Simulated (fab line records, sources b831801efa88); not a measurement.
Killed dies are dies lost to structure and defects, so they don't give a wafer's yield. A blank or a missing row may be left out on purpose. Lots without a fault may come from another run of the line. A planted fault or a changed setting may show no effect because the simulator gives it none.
Which tool did it? | flow gf180mcu | 11 lots, 33 wafers sampled, at 5 steps of a route of 602

WHAT THE GAUGES READ, wafer by wafer
GF_POLY_GATE_THK_MEAS_01. Usual: POLY_GATE_CVD_00_THK 200.8 nm, standard deviation 2.
lot  | measured     | on            | POLY_GATE_CVD_00_THK (nm) | flag
L121 | day 8 09:55  | film_metro-03 | 199.9 201.3 201.2         |
L123 | day 8 23:03  | film_metro-02 | 201.5 199.6 201.0         |
L124 | day 9 08:44  | film_metro-03 | 203.5 202.5 203.7         |
L127 | day 10 02:50 | film_metro-02 | 199.5 200.4 199.1         |
L130 | day 11 01:17 | film_metro-04 | 197.6 197.6 197.5         |
L132 | day 11 17:38 | film_metro-04 | 202.9 204.4 203.0         |
L134 | day 12 11:25 | film_metro-04 | 203.5 202.5 201.9         |
L138 | day 13 10:58 | film_metro-02 | 204.5 204.0 203.5         |
L139 | day 13 19:05 | film_metro-02 | 198.0 198.5 199.5         |
L140 | day 14 00:29 | film_metro-04 | 201.8 200.6 200.4         |
L141 | day 14 06:16 | film_metro-03 | 202.2 202.5 202.3         |

GF_HV_LDD_CD_MEAS_31: target cd 400 nm. Usual: cd_nm 400.0 nm, standard deviation 2.1.
lot  | measured     | on        | cd_nm (nm)        | flag
L121 | day 11 10:57 | cd_sem-02 | 398.3 399.6 397.0 |
L123 | day 11 23:45 | cd_sem-02 | 399.0 400.2 398.9 |
L124 | day 12 10:51 | cd_sem-02 | 398.1 397.6 397.6 |
L127 | day 13 11:48 | cd_sem-02 | 400.4 402.6 399.6 |
L130 | day 14 09:47 | cd_sem-02 | 398.4 400.2 397.8 |
L132 | day 15 05:21 | cd_sem-02 | 398.5 398.0 400.7 |
L134 | day 16 00:39 | cd_sem-02 | 398.3 398.0 399.4 |
L138 | day 17 04:54 | cd_sem-01 | 399.9 401.5 400.0 |
L139 | day 17 13:01 | cd_sem-01 | 399.2 397.9 396.9 |
L140 | day 17 18:25 | cd_sem-02 | 396.7 398.8 398.3 |
L141 | day 18 00:14 | cd_sem-01 | 404.4 400.7 401.9 |

GF_HV_LDD_THK_MEAS_57. Usual: HV_LDD_CVD_56_THK 89.9 nm, standard deviation 1.
lot  | measured     | on            | HV_LDD_CVD_56_THK (nm)        | flag
L121 | day 12 09:49 | film_metro-04 | 89.3 90.0 89.9                |
L123 | day 12 22:43 | film_metro-03 | 89.0 90.1 90.0                |
L124 | day 13 11:59 | film_metro-03 | 88.7 88.9 88.6                |
L127 | day 14 12:01 | film_metro-03 | 91.2 90.0 90.4                |
L130 | day 15 10:56 | film_metro-04 | 89.7 89.8 90.0                |
L132 | day 16 06:58 | film_metro-03 | 88.2 88.3 88.9                |
L134 | day 17 02:28 | film_metro-03 | 89.8 90.5 89.5                |
L138 | day 18 09:11 | film_metro-01 | 72.2 72.3 71.6 72.2 72.4 71.6 | OFF
L139 | day 18 16:34 | film_metro-03 | 72.0 71.7 72.2 72.0 71.7 72.2 | OFF
L140 | day 18 21:14 | film_metro-04 | 89.5 89.8 89.9                |
L141 | day 19 02:56 | film_metro-03 | 73.2 72.6 72.9 73.2 72.6 72.9 | OFF

WHICH TOOL RAN EACH LOT (tool, then ch and the chambers of the sampled wafers, then the start)
lot  | GF_HV_LDD_STRIP_22                   | GF_HV_LDD_CVD_56
L121 | plasma_asher-04 ch 0,1, day 10 16:51 | lpcvd-01 ch 1, day 12 08:23
L123 | plasma_asher-01 ch 0,1, day 11 05:42 | lpcvd-02 ch 1, day 12 21:17
L124 | plasma_asher-04 ch 0,1, day 11 15:57 | lpcvd-01 ch 1, day 13 10:34
L127 | plasma_asher-04 ch 0,1, day 12 16:01 | lpcvd-02 ch 0, day 14 10:35
L130 | plasma_asher-02 ch 0,1, day 13 13:32 | lpcvd-01 ch 1, day 15 09:29
L132 | plasma_asher-04 ch 0,1, day 14 08:40 | lpcvd-01 ch 0, day 16 05:32
L134 | plasma_asher-04 ch 0,1, day 15 02:58 | lpcvd-02 ch 1, day 17 01:02
L138 | plasma_asher-01 ch 0,1, day 16 07:00 | lpcvd-02 ch 0, day 18 07:02
L139 | plasma_asher-01 ch 0,1, day 16 14:17 | lpcvd-02 ch 1, day 18 15:06
L140 | plasma_asher-04 ch 0,1, day 16 19:31 | lpcvd-01 ch 1, day 18 19:48
L141 | plasma_asher-02 ch 0,1, day 17 01:08 | lpcvd-02 ch 1, day 19 01:29
- GF_HV_LDD_STRIP_22: strips in O2/N2.
- GF_HV_LDD_CVD_56: deposits Si3N4 from DCS/NH3, target thk 90 nm, time 1543 s.

WHAT THE TOOLS THEMSELVES READ (means of the sampled wafers that have a number; where no wafer has one, the mark that the record gives instead)
GF_HV_LDD_STRIP_22. Usual: drypump_motor_current_A 5.6 A, standard deviation 0.52; heater_power_w 334 W, standard deviation 21; oes_product_au 0.717 a.u., standard deviation 0.0046; strip_time_to_endpoint_s 12.62 s, standard deviation 0.036.
lot  | tool            | drypump_motor_current_A (A) | heater_power_w (W) | oes_product_au (a.u.) | strip_time_to_endpoint_s (s) | flag
L121 | plasma_asher-04 | 5.4                         | 343                | 0.717                 | 12.66                        |
L123 | plasma_asher-01 | 5.8                         | 348                | 0.720                 | 12.60                        |
L124 | plasma_asher-04 | 5.1                         | 340                | 0.715                 | 12.56                        |
L127 | plasma_asher-04 | 5.5                         | 349                | 0.715                 | 12.62                        |
L130 | plasma_asher-02 | 5.9                         | 322                | 0.721                 | 12.61                        |
L132 | plasma_asher-04 | 5.4                         | 346                | 0.715                 | 12.68                        |
L134 | plasma_asher-04 | 5.1                         | 335                | 0.716                 | 12.61                        |
L138 | plasma_asher-01 | 5.5                         | 345                | 0.714                 | 12.63                        |
L139 | plasma_asher-01 | 5.6                         | 345                | 0.714                 | 12.66                        |
L140 | plasma_asher-04 | 5.5                         | 346                | 0.721                 | 12.59                        |
L141 | plasma_asher-02 | 5.9                         | 318                | 0.715                 | 12.58                        |

GF_HV_LDD_CVD_56. Usual: spike_tc_bottom_C 787 C, standard deviation 3.2; spike_tc_centre_C 771.2 C, standard deviation 1.2; spike_tc_lower_C 769.7 C, standard deviation 1.5; spike_tc_top_C 783.5 C, standard deviation 2.8; spike_tc_upper_C 769.6 C, standard deviation 1.5; susceptor_temp_C 770.1 C, standard deviation 0.31; zone_power_top_pct 26.3 %, standard deviation 1.
lot  | tool     | spike_tc_bottom_C (C) | spike_tc_centre_C (C) | spike_tc_lower_C (C) | spike_tc_top_C (C) | spike_tc_upper_C (C) | susceptor_temp_C (C) | zone_power_top_pct (%) | flag
L121 | lpcvd-01 | 790                   | 771.2                 | 769.8                | 782.4              | 768.9                | 770.5                | 26.2                   |
L123 | lpcvd-02 | 782                   | 772.7                 | 768.2                | 783.1              | 771.5                | 769.9                | 25.5                   |
L124 | lpcvd-01 | 789                   | 771.0                 | 770.4                | 782.2              | 768.6                | 770.3                | 26.5                   |
L127 | lpcvd-02 | 787                   | 771.5                 | 771.9                | 788.7              | 770.9                | 770.2                | 28.2                   |
L130 | lpcvd-01 | 791                   | 770.9                 | 770.2                | 782.5              | 768.1                | 770.1                | 26.4                   |
L132 | lpcvd-01 | 787                   | 771.1                 | 771.9                | 782.1              | 768.9                | 769.6                | 25.9                   |
L134 | lpcvd-02 | 782                   | 771.6                 | 768.2                | 783.3              | 771.4                | 770.2                | 25.3                   |
L138 | lpcvd-02 | 775                   | 759.6                 | 758.6                | 777.8              | 758.9                | 758.6                | 27.6                   | OFF
L139 | lpcvd-02 | 771                   | 759.6                 | 756.6                | 771.6              | 759.1                | 758.0                | 25.0                   | OFF
L140 | lpcvd-01 | 790                   | 771.6                 | 771.0                | 783.6              | 766.9                | 770.2                | 26.4                   |
L141 | lpcvd-02 | 771                   | 761.1                 | 756.5                | 771.0              | 759.9                | 758.1                | 24.8                   | OFF

THE ANSWER, worked out from the rows above alone
Rule: a lot is off if the mean of its wafers that have a number lies more than 3 standard deviations from the usual mean. A lot without any number at a reading at which 4 lots or more have one is off too. The other lots that the step has rows for count as sound. The gauges are gone through in route order, then the tools' own readings, and for those a lot's mean is taken as printed above. The first step at which some lot is off is used, and at that step the reading that is off furthest; a lot without a number counts as furthest.
Off: L138, L139, L141, at GF_HV_LDD_THK_MEAS_57 (HV_LDD_CVD_56_THK).
A tool fits if, at a process step before that reading, it ran every lot that is off, and no sound lot after the first of them. The gauges at GF_HV_LDD_THK_MEAS_57 aren't tried: what is off there is off at GF_HV_LDD_CVD_56 too, on other tools, and a gauge's error can't cause that. One fits: lpcvd-02 at GF_HV_LDD_CVD_56. Its last sound lot is L134 (day 17 01:02), its first lot that is off L138 (day 18 07:02): a fault that began between those two fits.
The tool's own readings at GF_HV_LDD_CVD_56 bear it out: on the lots that are off they differ by more than 5 times the standard deviation of the sound lots' means. spike_tc_centre_C reads 760.1 C there against 771.5 C on the sound lots; spike_tc_lower_C reads 757.2 C there against 770.2 C on the sound lots; spike_tc_upper_C reads 759.3 C there against 769.4 C on the sound lots; susceptor_temp_C reads 758.2 C there against 770.1 C on the sound lots.

WHAT THE SIMULATOR HAD PUT IN
Process parameter drift: lpcvd-02, from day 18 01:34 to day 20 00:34, at GF_HV_LDD_CVD_56. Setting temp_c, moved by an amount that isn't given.
Lots struck among those shown: L138, L139, L141. The rule above found the same.
